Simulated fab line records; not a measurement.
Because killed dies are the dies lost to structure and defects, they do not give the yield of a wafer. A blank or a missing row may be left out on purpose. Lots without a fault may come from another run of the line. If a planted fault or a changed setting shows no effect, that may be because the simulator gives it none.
fab line records ; flow sky130 ; part 2 of 2: steps 45 to 46 of 46
record lots=7; wafers=21; last-day=50
route steps=708 shown VT_ADJUST_LVTN@98 VT_ADJUST_NCORE@119 VT_ADJUST_HVTR@131 VT_ADJUST_PCH@153 SONOS_TUNNEL@166 PAD_OPEN@708
lots that met no fault: from a run of the same line without faults
start-h: hours from the record's first day to the start of the lot's first wafer shown ; wait-h: how many hours have passed since the lot's step before this one ; " as in the row above ; L1.1+2: a single row standing in for several wafers ; - either no value or no given start ; * or withheld: withheld ; < > ~ a bound
route shown NAME@n: a module of which the file shows steps, and the number in the route of the first ; usual: average and standard deviation across the fault-free wafers ; same: alike in all rows ; chamber/n: place in a boat ; sites: the reading at each site ; _std_site: how widely they spread, as a standard deviation ; _edge_site: outer sites' mean less inner sites' ; radius-mm: how far each site lies from the wafer's centre ; mask NAME#n: copy n ; behind: the tool/chamber that last shaped the wafer ; hold: what put the lot on hold/how long, in hours/how the hold closed ; device: transistor that didn't switch, given as n, p or np ; end of line: tests of these same wafers at the route's end ; where a step has no rows: the recipe by itself ; killed: dies lost to structure and defects at the first sort, not the wafer's yield ; map: a wafer's dies, x killed, . not, _ none there
set.NAME: setting as actually run; set.NAME@STEP: the setting as run at that earlier step ; model.NAME: the simulator's own value behind a step, which no gauge read
lots seen at some steps along the route; tables by step, rows by wafer
services: the hour from which a tool's chamber was out of use, counted from the record's first day as start-h (under 0 if before that day), plus the number of hours and why
## steps
# step SKY_SONOS_TUNNEL_TW_MEAS_12
# usual SONOS_TUNNEL_TW=196.1/1.7
lot.wafer;tool;chamber;start-h;wait-h;SONOS_TUNNEL_TW
L964.1;film-metro-03;-;290.58;0.0;193.1
L964.3;film-metro-03;-;290.58;0.0;193.4
L964.5;film-metro-03;-;290.58;0.0;192.0
L969.1;film-metro-04;-;326.12;0.0;198.9
L969.4;film-metro-04;-;326.12;0.0;198.6
L969.6;film-metro-04;-;326.12;0.0;198.9
L970.3;film-metro-03;-;339.18;0.0;231.8
L970.4;film-metro-03;-;339.18;0.0;230.7
L970.5;film-metro-03;-;339.18;0.0;230.8
L971.1;film-metro-02;-;352.38;0.0;231.5
L971.3;film-metro-02;-;352.38;0.0;231.3
L971.6;film-metro-02;-;352.38;0.0;231.7
L972.1;film-metro-02;-;359.57;0.0;232.1
L972.2;film-metro-02;-;359.57;0.0;232.8
L972.5;film-metro-02;-;359.57;0.0;231.0
L980.1;film-metro-02;-;414.92;0.0;195.7
L980.2;film-metro-02;-;414.92;0.0;195.1
L980.3;film-metro-02;-;414.92;0.0;196.2
L982.1;film-metro-03;-;433.58;0.0;195.5
L982.4;film-metro-03;-;433.58;0.0;195.1
L982.6;film-metro-03;-;433.58;0.0;195.2
# step SKY_PAD_OPEN_PROBE_99
lot.wafer;tool;chamber;start-h;wait-h;model.etest.nfet_16v.r-on-ohm-um;model.etest.res-pwde-under-gate.rs-ohm-sq;model.etest.pfet-g5v0d10v5.r-on-ohm-um;model.etest.tip-p.rs-ohm-sq;model.etest.tip-sonos.rs-ohm-sq;model.etest.tip_p_5v.rs-ohm-sq;model.etest.nfet_05v0_nvt.drive-ua-um;model.etest.sonos-uncharged.r-on-ohm-um
L964.1;prober-02;-;1114.20;0.1;1.433e+04;6213;4645;6894;2679;2840;574.5;776
L964.3;prober-02;-;1114.30;0.2;1.42e+04;6203;4744;6804;2652;2831;574.7;800
L964.5;prober-02;-;1114.40;0.2;1.42e+04;6213;4647;6897;2691;2837;576.4;808.8
L969.1;prober-02;-;1138.31;0.1;1.408e+04;6171;4700;6825;2715;2907;579.1;789.6
L969.4;prober-02;-;1138.46;0.2;1.411e+04;6161;4700;6812;2688;2899;575.9;792.5
L969.6;prober-02;-;1138.56;0.2;1.393e+04;6181;4739;6807;2739;2902;575.2;779.5
L970.3;prober-01;-;1145.71;0.2;1.591e+04;5632;4431;6748;2762;2794;543.8;841.4
L970.4;prober-01;-;1145.76;0.2;1.591e+04;5610;4342;6748;2705;2785;549.6;843.7
L970.5;prober-01;-;1145.81;0.2;1.609e+04;5680;4433;6690;2722;2816;546.7;829.6
L971.1;prober-02;-;1152.18;0.1;1.588e+04;5543;4375;6621;2782;2782;545;820.9
L971.3;prober-02;-;1152.28;0.2;1.601e+04;5608;4444;6640;2840;2766;536.1;809.3
L971.6;prober-02;-;1152.43;0.2;1.593e+04;5544;4480;6582;2836;2771;535.4;831.6
L972.1;prober-01;-;1155.93;0.1;1.504e+04;5562;4405;6751;2815;2760;543.6;840.2
L972.2;prober-01;-;1155.98;0.1;1.496e+04;5600;4339;6758;2783;2773;542;822.2
L972.5;prober-01;-;1156.13;0.2;1.488e+04;5581;4380;6771;2759;2770;553.5;837.7
L980.1;prober-01;-;1186.31;0.1;1.385e+04;6256;4722;6836;2706;2881;579.6;809.4
L980.2;prober-01;-;1186.36;0.1;1.376e+04;6218;4663;6878;2671;2900;581.4;798.9
L980.3;prober-01;-;1186.41;0.2;1.398e+04;6198;4768;6859;2696;2904;573.3;819.1
L982.1;prober-01;-;1199.96;0.1;1.393e+04;6245;4722;6924;2652;2864;578.8;803.9
L982.4;prober-01;-;1200.11;0.2;1.422e+04;6175;4781;6925;2646;2868;579.6;807.2
L982.6;prober-01;-;1200.21;0.2;1.408e+04;6205;4785;6919;2621;2868;580.8;819.9
# killed by level:class
L964.1 CONTACT:geometric-particle:open=12 VIA1:geometric-particle:open=8 CONTACT:geometric-particle:short=7 VIA3:geometric-particle:open=7 POLY_GATE:geometric-particle:short=6 VIA2:geometric-particle:open=5 LI_CONTACT:geometric-particle:open=4 METAL1:geometric-particle:short=4
L964.3 CONTACT:geometric-particle:open=13 LI_CONTACT:geometric-particle:open=12 VIA3:geometric-particle:open=9 METAL2:geometric-particle:short=9 POLY_GATE:geometric-particle:open=8 VIA2:geometric-particle:open=8 VIA1:geometric-particle:open=6 VIA3:geometric-particle:short=4
L964.5 CONTACT:geometric-particle:open=10 LI_CONTACT:geometric-particle:open=9 VIA1:geometric-particle:open=8 CONTACT:geometric-particle:short=6 POLY_GATE:geometric-particle:short=4 VIA3:geometric-particle:open=4 LOCAL_INTERCONNECT:geometric-particle:short=4 METAL1:geometric-particle:short=4
L969.1 VIA3:geometric-particle:open=9 METAL1:geometric-particle:short=7 POLY_GATE:geometric-particle:short=6 POLY_GATE:geometric-particle:open=5 VIA1:geometric-particle:open=5 VIA2:geometric-particle:short=5 FIELD_ISO:geometric-particle:short=4 CONTACT:geometric-particle:open=4
L969.4 LI_CONTACT:geometric-particle:open=11 VIA1:geometric-particle:open=9 CONTACT:geometric-particle:open=7 METAL2:geometric-particle:short=6 VIA2:geometric-particle:open=6 VIA1:geometric-particle:short=5 POLY_GATE:geometric-particle:short=4 CONTACT:geometric-particle:short=4
L969.6 CONTACT:geometric-particle:open=9 METAL1:geometric-particle:short=9 LI_CONTACT:geometric-particle:open=6 VIA2:geometric-particle:open=5 VIA1:geometric-particle:open=4 FIELD_ISO:geometric-particle:open=3 VIA3:geometric-particle:short=3 VIA1:geometric-particle:short=3
L980.1 CONTACT:geometric-particle:open=15 VIA1:geometric-particle:open=8 VIA2:geometric-particle:open=7 METAL2:geometric-particle:short=6 FIELD_ISO:geometric-particle:short=5 CONTACT:geometric-particle:short=5 METAL1:geometric-particle:short=5 METAL3:geometric-particle:short=4
L980.2 METAL2:geometric-particle:short=11 METAL1:geometric-particle:short=9 VIA1:geometric-particle:open=8 CONTACT:geometric-particle:open=6 VIA2:geometric-particle:open=6 FIELD_ISO:geometric-particle:short=5 VIA3:geometric-particle:open=4 LOCAL_INTERCONNECT:geometric-particle:short=4
L980.3 VIA1:geometric-particle:open=14 VIA2:geometric-particle:open=10 LI_CONTACT:geometric-particle:open=8 LOCAL_INTERCONNECT:geometric-particle:short=5 METAL1:geometric-particle:short=5 CONTACT:geometric-particle:open=4 METAL2:geometric-particle:short=4 VIA3:geometric-particle:open=4
L982.1 CONTACT:geometric-particle:open=13 VIA1:geometric-particle:open=12 METAL2:geometric-particle:short=9 LI_CONTACT:geometric-particle:open=6 METAL1:geometric-particle:short=6 VIA1:geometric-particle:short=5 LI_CONTACT:geometric-particle:short=5 FIELD_ISO:geometric-particle:open=4
L982.4 VIA1:geometric-particle:open=10 CONTACT:geometric-particle:open=9 VIA3:geometric-particle:open=9 METAL2:geometric-particle:short=9 LI_CONTACT:geometric-particle:open=7 VIA1:geometric-particle:short=6 CONTACT:geometric-particle:short=5 METAL1:geometric-particle:short=4
L982.6 CONTACT:geometric-particle:open=16 VIA1:geometric-particle:open=11 VIA3:geometric-particle:open=10 LI_CONTACT:geometric-particle:open=8 FIELD_ISO:geometric-particle:open=6 VIA1:geometric-particle:short=5 METAL2:geometric-particle:short=5 FIELD_ISO:geometric-particle:short=4
## services
tool;chamber;start-h;hours;kind
plasma-asher-04;-;213.94;14.6;pm
plasma-asher-04;-;307.60;28.1;pm
## key
first-sign step=SKY_VT_ADJUST_LVTN_COAT_13; reading=tool-record; direction=missing
effect step=SKY_VT_ADJUST_LVTN_OVL_MEAS_18; reading=VT_ADJUST_LVTN_01_OVL; direction=missing
effect step=SKY_VT_ADJUST_NCORE_TW_MEAS_11; reading=VT_ADJUST_NCORE_TW; direction=up; sigmas=11; usual=219.6; struck=250.0
effect step=SKY_VT_ADJUST_HVTR_TW_MEAS_11; reading=VT_ADJUST_HVTR_TW; direction=up; sigmas=13; usual=211.9; struck=243.6
effect step=SKY_VT_ADJUST_PCH_TW_MEAS_10; reading=VT_ADJUST_PCH_TW; direction=up; sigmas=42; usual=142.9; struck=204.6
effect step=SKY_SONOS_TUNNEL_TW_MEAS_12; reading=SONOS_TUNNEL_TW; direction=up; sigmas=21; usual=196.1; struck=231.5
model-effect step=SKY_PAD_OPEN_PROBE_99; value=etest.nfet_16v.r-on-ohm-um; without=1.406e+04; struck=1.562e+04
met-at SKY_VT_ADJUST_LVTN_COAT_13
struck-wafers L970.3,L970.4,L970.5,L971.1,L971.3,L971.6,L972.1,L972.2,L972.5
sort-left-out L970.3,L970.4,L970.5,L971.1,L971.3,L971.6,L972.1,L972.2,L972.5
tester-left-out L970,L971,L972
onset-between 185.93 226.88
fault kind=skipped-step-whole; tool=litho-track-02,litho-track-04; chamber=-; onset-h=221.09; steps=SKY_VT_ADJUST_LVTN_COAT_13; scope=struck-lots-only
# tester-left-out: of these lots the tester's yield and bins aren't shown, on N5 and GAA mostly nor the transistor test; their killed dies are dies lost to structure and defects alone, not to doping, threshold or leakage, so they don't give the yield
# sort-left-out: the simulated sort isn't trusted on such a fault, so these wafers' sort isn't shown, and their yield isn't known
